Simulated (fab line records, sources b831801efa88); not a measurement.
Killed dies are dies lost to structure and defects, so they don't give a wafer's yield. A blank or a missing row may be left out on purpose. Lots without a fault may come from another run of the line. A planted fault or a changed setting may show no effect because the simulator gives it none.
fab line records | flow gf180mcu
record lots=11 wafers=33 last_day=34
route steps=602 shown LVPWELL@64 VT_IMPLANT@121 HV_LDD@180
lots that met no fault: from a run of the same line without faults
start_h: hours from the record's first day to the start of the lot's first wafer shown | wait_h: hours since the lot's step before | " the same as in the row above | L1.1+2: a row that stands for several wafers | - no value, or no start given | * or withheld: withheld | < > ~ a bound
route shown NAME@n: a module of which the file shows steps, and the number in the route of the first | usual: mean/standard deviation of fault-free wafers | same: alike in all rows | chamber/n: place in a boat | sites: the reading at each site | _std_site: their standard deviation | _edge_site: outer sites' mean less inner sites' | radius_mm: how far each site lies from the wafer's centre | mask NAME#n: copy n | behind: the tool/chamber that last shaped the wafer | hold: why the lot was held/for how many hours/how that ended | device: the transistor (n, p or np) that didn't switch | end of line: the same wafers' tests at the end of the route | a step without rows: its recipe alone | killed: dies lost to structure and defects at the first sort, not the wafer's yield | map: a wafer's dies, x killed, . not, _ none there
set.NAME: the setting as run; set.NAME@STEP: as run at that earlier step | model.NAME: the simulator's own value behind a step, which no gauge read
steps of the route over a sample of lots; a table a step, a row a wafer
services: from which hour (start_h, from the record's first day; less than 0 if before it) a tool's chamber was out of use, for how many hours, and why
## steps
# step GF_LVPWELL_STRIP_10
# recipe chemistry=O2/N2 power_w=1400 pressure_mtorr=1500 platen_temp_c=250 o2_flow_sccm=3000 n2_flow_sccm=300 overash_fraction=0.5
# usual chamber_pressure_mTorr=1500.2/1.3 drypump_motor_current_A=5.7/0.48 heater_power_w=319/24 n2_flow_sccm=300.0/0.89 o2_flow_sccm=3001/10 oes_product_au=0.722/0.0043 strip_time_to_endpoint_s=36.95/0.11
# columns lot.wafer tool chamber start_h wait_h chamber_pressure_mTorr drypump_motor_current_A heater_power_w n2_flow_sccm o2_flow_sccm oes_product_au rf_hours_counter_h strip_time_to_endpoint_s
L590.1 plasma_asher-01 0 84.75 0.1 1496.5 5.5 304 299.8 3005 0.726 43 37.18
L590.2 " 1 " " 1500.8 5.5 361 299.9 2986 0.720 43 37.06
L590.4 " 0 " " 1500.8 5.4 317 299.7 3001 0.720 - 37.03
L598.1 plasma_asher-04 0 146.17 0.1 1496.8 5.3 332 299.5 2996 0.720 50 37.05
L598.2 " 1 " " 1500.8 5.7 327 300.9 2997 0.716 50 36.96
L598.6 " 1 " " 1499.4 5.7 332 298.9 2991 0.722 - 36.99
L600.1 plasma_asher-01 0 146.82 0.1 1498.3 5.5 313 300.9 3012 0.720 50 36.89
L600.3 " 1 " " 1499.7 5.5 377 299.7 3005 0.721 - 36.86
L600.6 " 0 " " 1499.0 5.5 308 300.4 3018 0.725 - 36.76
L602.1 plasma_asher-01 1 161.06 0.1 1498.9 5.5 384 299.9 2994 0.719 52 37.20
L602.3 " 1 " " 1498.5 5.5 371 298.6 3017 0.727 - 37.05
L602.6 " 1 " " 1500.7 5.5 370 299.1 2997 0.720 - 37.27
L604.2 plasma_asher-04 0 167.45 0.1 1500.0 5.3 321 299.1 2976 0.727 52 37.02
L604.5 " 1 " " 1500.6 5.7 315 300.0 3005 0.722 - 37.02
L604.6 " 0 " " 1499.7 5.3 330 299.1 2988 0.727 - 37.06
L603.1 plasma_asher-03 0 167.80 0.1 1500.0 6.6 306 300.7 3003 0.718 34 36.79
L603.2 " 1 " " 1498.3 5.5 301 300.5 3003 0.721 34 36.85
L603.6 " 1 " " 1499.1 5.5 296 298.9 3008 0.719 - 36.75
L605.1 plasma_asher-03 0 171.57 0.1 1502.1 6.6 316 301.1 3009 0.722 34 36.90
L605.3 " 0 " " 1500.3 6.6 317 299.4 3001 0.723 - 36.87
L605.6 " 1 " " 1497.9 5.5 290 299.2 2995 0.723 - 37.03
L607.1 plasma_asher-01 1 180.51 0.1 1500.0 5.5 377 299.3 3018 0.731 53 36.91
L607.2 " 0 " " 1499.0 5.4 314 299.7 2989 0.715 53 36.93
L607.5 " 1 " " 1500.8 5.5 364 300.1 3010 0.717 - 36.90
L606.1 plasma_asher-03 0 182.89 0.1 1501.0 6.6 315 302.7 2992 0.721 36 36.93
L606.3 " 1 " " 1501.5 5.4 296 301.0 3008 0.723 - 36.88
L606.4 " 0 " " 1498.6 6.6 312 300.4 2997 0.724 - 36.97
L608.1 plasma_asher-03 1 190.56 0.1 1502.6 5.5 290 299.4 3003 0.722 37 37.32
L608.4 " 1 " " 1498.9 5.5 299 300.2 2986 0.719 - 37.19
L608.6 " 1 " " 1500.5 5.5 295 300.5 2999 0.728 - 37.22
L609.2 plasma_asher-03 1 193.86 0.1 1500.0 5.5 291 301.1 2987 0.722 37 36.97
L609.4 " 0 " " 1497.3 6.6 313 300.0 3023 0.726 - 37.02
L609.6 " 0 " " 1501.5 6.6 307 301.8 3019 0.711 - 36.91
# step GF_VT_IMPLANT_STRIP_31
# recipe chemistry=O2/N2 power_w=1400 pressure_mtorr=1500 platen_temp_c=250 o2_flow_sccm=3000 n2_flow_sccm=300 overash_fraction=0.5
# usual chamber_pressure_mTorr=1499.8/1.5 drypump_motor_current_A=5.7/0.43 heater_power_w=328/27 n2_flow_sccm=300.1/0.89 o2_flow_sccm=3000/9.9 oes_product_au=0.716/0.0044 strip_time_to_endpoint_s=12.62/0.031
# columns lot.wafer tool chamber start_h wait_h chamber_pressure_mTorr drypump_motor_current_A heater_power_w n2_flow_sccm o2_flow_sccm oes_product_au rf_hours_counter_h strip_time_to_endpoint_s
L590.1 plasma_asher-03 1 154.70 0.1 1499.7 5.5 296 300.0 2998 0.716 33 12.64
L590.2 " 0 " " 1499.5 6.6 317 300.9 3018 0.712 33 12.69
L590.4 " 1 " " 1497.9 5.5 291 300.2 2984 0.711 - 12.65
L598.1 plasma_asher-02 0 229.61 0.1 1497.7 5.5 357 300.5 3010 0.716 13 12.56
L598.2 " 1 " " 1500.5 5.6 343 299.9 2983 0.709 13 12.59
L598.6 " 0 " " 1499.6 5.6 344 301.0 3001 0.715 - 12.62
L600.1 plasma_asher-03 0 231.85 0.1 1501.7 6.6 304 300.5 3004 0.718 41 12.62
L600.3 " 0 " " 1498.7 6.6 312 299.6 3012 0.731 - 12.61
L600.6 " 1 " " 1501.2 5.5 298 299.1 2996 0.714 - 12.60
L602.1 plasma_asher-03 1 246.85 0.1 1498.9 5.5 293 299.6 3007 0.723 42 12.64
L602.3 " 0 " " 1502.1 6.6 311 298.7 3000 0.717 - 12.64
L602.6 " 0 " " 1503.6 6.6 313 298.8 2996 0.706 - 12.66
L604.2 plasma_asher-03 0 254.90 0.1 1498.7 6.6 306 300.1 2991 0.713 43 12.59
L604.5 " 0 " " 1499.3 6.6 317 299.8 2989 0.722 - 12.60
L604.6 " 1 " " 1499.4 5.5 292 300.4 2988 0.717 - 12.63
L603.1 plasma_asher-03 1 255.96 0.1 1500.4 5.5 297 300.7 2984 0.722 43 12.61
L603.2 " 0 " " 1499.4 6.7 311 301.1 3009 0.723 43 12.59
L603.6 " 0 " " 1501.1 6.6 305 301.5 3001 0.715 - 12.64
L605.1 plasma_asher-02 1 260.65 0.1 1498.1 5.7 340 299.6 3017 0.720 16 12.67
L605.3 " 1 " " 1501.6 5.7 336 300.1 3003 0.717 - 12.62
L605.6 " 1 " " 1500.8 5.7 324 302.7 3010 0.715 - 12.66
L607.1 plasma_asher-03 1 270.76 0.1 1498.4 5.5 291 298.5 3003 0.713 44 12.56
L607.2 " 0 " " 1502.9 6.6 319 301.5 3002 0.713 44 12.56
L607.5 " 0 " " 1500.8 6.6 313 300.8 3002 0.719 - 12.57
L606.1 plasma_asher-03 1 272.70 0.1 1501.9 5.5 288 300.1 2991 0.713 45 12.61
L606.3 " 1 " " 1500.1 5.5 290 300.6 2990 0.722 - 12.59
L606.4 " 0 " " 1499.5 6.6 316 299.5 2993 0.713 - 12.60
L608.1 plasma_asher-01 1 281.96 0.1 1502.2 5.6 367 298.5 3002 0.711 63 12.60
L608.4 " 1 " " 1498.0 5.6 370 299.8 2988 0.715 - 12.59
L608.6 " 0 " " 1502.6 5.4 315 300.2 2980 0.722 - 12.57
L609.2 plasma_asher-01 1 286.01 0.1 1498.6 5.5 378 300.7 2995 0.710 63 12.63
L609.4 " 1 " " 1497.7 5.5 377 301.6 2978 0.718 - 12.61
L609.6 " 0 " " 1500.6 5.4 311 301.2 2998 0.709 - 12.65
# step GF_HV_LDD_EXPOSE_04
# recipe mask_id=Nplus_LV_AREA target_cd_nm=400 na=0.6 source_shape=conventional sigma_outer=0.6 dose_mj=140
# columns lot.wafer tool chamber start_h wait_h mask
L590.1+2+4 iline_stepper-01 0 224.11 - Nplus_LV_AREA#0
L598.1+2+6 iline_stepper-02 0 304.48 - Nplus_LV_AREA_R1#0
L600.1+3+6 iline_stepper-02 0 307.33 - Nplus_LV_AREA#0
L602.1+3+6 iline_stepper-01 0 324.99 - Nplus_LV_AREA#0
L604.2+5+6 iline_stepper-02 0 334.70 - Nplus_LV_AREA#0
L603.1+2+6 iline_stepper-01 0 336.06 - Nplus_LV_AREA#0
L605.1+3+6 iline_stepper-02 0 341.13 - Nplus_LV_AREA#0
L607.1+2+5 iline_stepper-01 0 349.74 - Nplus_LV_AREA#0
L606.1+3+4 iline_stepper-02 0 355.01 - Nplus_LV_AREA#0
L608.1+4+6 iline_stepper-01 0 361.54 - Nplus_LV_AREA#0
L609.2+4+6 iline_stepper-01 0 367.43 - Nplus_LV_AREA#0
# step GF_HV_LDD_CD_MEAS_07
# recipe target_cd_nm=400
# usual cd_nm=400.0/2.3
# columns lot.wafer tool chamber start_h wait_h hold cd_nm
L590.1 cd_sem-02 - 232.54 0.1 - 392.6
L590.2 " - " " - 393.1
L590.4 " - " " - 393.2
L598.1 cd_sem-02 - 314.51 0.2 await_dispo/0.2h/release 319.8
L598.2 " - " " await_dispo/0.2h/release 320.5
L598.6 " - " " await_dispo/0.2h/release 322.5
L598.1 cd_sem-02 - 314.80 0.3 - 319.6
L598.2 " - " " - 320.4
L598.6 " - " " - 322.2
L600.1 cd_sem-02 - 316.76 0.1 - 397.1
L600.3 " - " " - 398.9
L600.6 " - " " - 395.2
L602.1 cd_sem-02 - 335.12 0.1 - 402.5
L602.3 " - " " - 402.1
L602.6 " - " " - 400.9
L604.2 cd_sem-01 - 345.58 0.1 - 398.7
L604.5 " - " " - 400.8
L604.6 " - " " - 398.9
L603.1 cd_sem-01 - 346.58 0.1 - 402.3
L603.2 " - " " - 400.8
L603.6 " - " " - 401.6
L605.1 cd_sem-02 - 351.87 0.1 - 398.2
L605.3 " - " " - 399.7
L605.6 " - " " - 399.9
L607.1 cd_sem-01 - 360.36 0.1 - 401.6
L607.2 " - " " - 401.1
L607.5 " - " " - 401.7
L606.1 cd_sem-02 - 366.17 0.1 - 397.7
L606.3 " - " " - 397.3
L606.4 " - " " - 400.2
L608.1 cd_sem-02 - 372.51 0.1 - 400.9
L608.4 " - " " - 398.1
L608.6 " - " " - 400.0
L609.2 cd_sem-01 - 377.70 0.1 - 398.9
L609.4 " - " " - 398.8
L609.6 " - " " - 399.8
# step GF_HV_LDD_TW_MEAS_23
# usual HV_LDD_2_TW=1056/6.3
# columns lot.wafer tool chamber start_h wait_h HV_LDD_2_TW
L590.1 film_metro-04 - 251.83 0.1 1059
L590.2 " - " " 1059
L590.4 " - " " 1056
L598.1 film_metro-02 - 335.92 0.1 1046
L598.2 " - " " 1043
L598.6 " - " " 1046
L600.1 film_metro-04 - 337.97 0.1 1060
L600.3 " - " " 1058
L600.6 " - " " 1050
L602.1 film_metro-03 - 357.57 0.1 1054
L602.3 " - " " 1055
L602.6 " - " " 1059
L604.2 film_metro-04 - 368.13 0.1 1065
L604.5 " - " " 1058
L604.6 " - " " 1062
L603.1 film_metro-04 - 369.24 0.1 1055
L603.2 " - " " 1061
L603.6 " - " " 1059
L605.1 film_metro-03 - 374.42 0.1 1056
L605.3 " - " " 1058
L605.6 " - " " 1059
L607.1 film_metro-02 - 383.32 0.1 1052
L607.2 " - " " 1051
L607.5 " - " " 1049
L606.1 film_metro-03 - 388.89 0.1 1058
L606.3 " - " " 1057
L606.4 " - " " 1053
L608.1 film_metro-03 - 395.94 0.1 1059
L608.4 " - " " 1060
L608.6 " - " " 1060
L609.2 film_metro-04 - 401.22 0.1 1062
L609.4 " - " " 1060
L609.6 " - " " 1058
## services
# columns tool chamber start_h hours kind
plasma_asher-03 - 66.68 3.3 repair
plasma_asher-02 - 108.75 9.0 pm
plasma_asher-02 0 108.75 9.0 vent_cycle
plasma_asher-02 1 108.75 9.0 vent_cycle
plasma_asher-02 0 117.75 - clean
plasma_asher-02 1 117.75 - clean
plasma_asher-03 - 142.85 3.4 repair
plasma_asher-01 - 164.47 8.0 repair
plasma_asher-04 - 174.20 2.3 repair
plasma_asher-04 - 198.28 0.5 repair
iline_stepper-02 - 219.51 2.1 pm
iline_stepper-02 - 221.59 - consumable_replace:lamp
plasma_asher-01 - 222.20 2.7 pm
plasma_asher-01 - 225.64 0.6 repair
iline_stepper-02 - 230.74 1.7 pm
iline_stepper-01 - 243.61 1.7 pm
plasma_asher-03 - 266.45 2.8 pm
plasma_asher-03 - 269.61 0.5 repair
plasma_asher-01 - 275.85 1.6 repair
iline_stepper-01 - 286.14 5.7 repair
plasma_asher-02 - 313.43 2.4 repair
iline_stepper-01 - 322.41 2.1 pm
iline_stepper-01 - 324.50 - consumable_replace:lamp
## key
first_sign step=GF_HV_LDD_EXPOSE_04 reading=mask direction=changed
effect step=GF_HV_LDD_CD_MEAS_07 reading=visit direction=added
effect step=GF_HV_LDD_CD_MEAS_07 reading=cd_nm direction=down sigmas=35 usual=400.0 struck=320.9
met_at GF_HV_LDD_EXPOSE_04
struck_lots L598
tester_left_out L598
not_acting_at GF_LVPWELL_STRIP_10,GF_VT_IMPLANT_STRIP_31,GF_HV_LDD_TW_MEAS_23
fault kind=wrong_mask tool=any chamber=- onset_h=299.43 steps=GF_HV_LDD_EXPOSE_04 aux_copy=Nplus_LV_AREA_R1#0 cd_offset_nm=-80 scope=struck_lots_only
# tester_left_out: of these lots the tester's yield and bins aren't shown, on N5 and GAA mostly nor the transistor test; their killed dies are dies lost to structure and defects alone, not to doping, threshold or leakage, so they don't give the yield
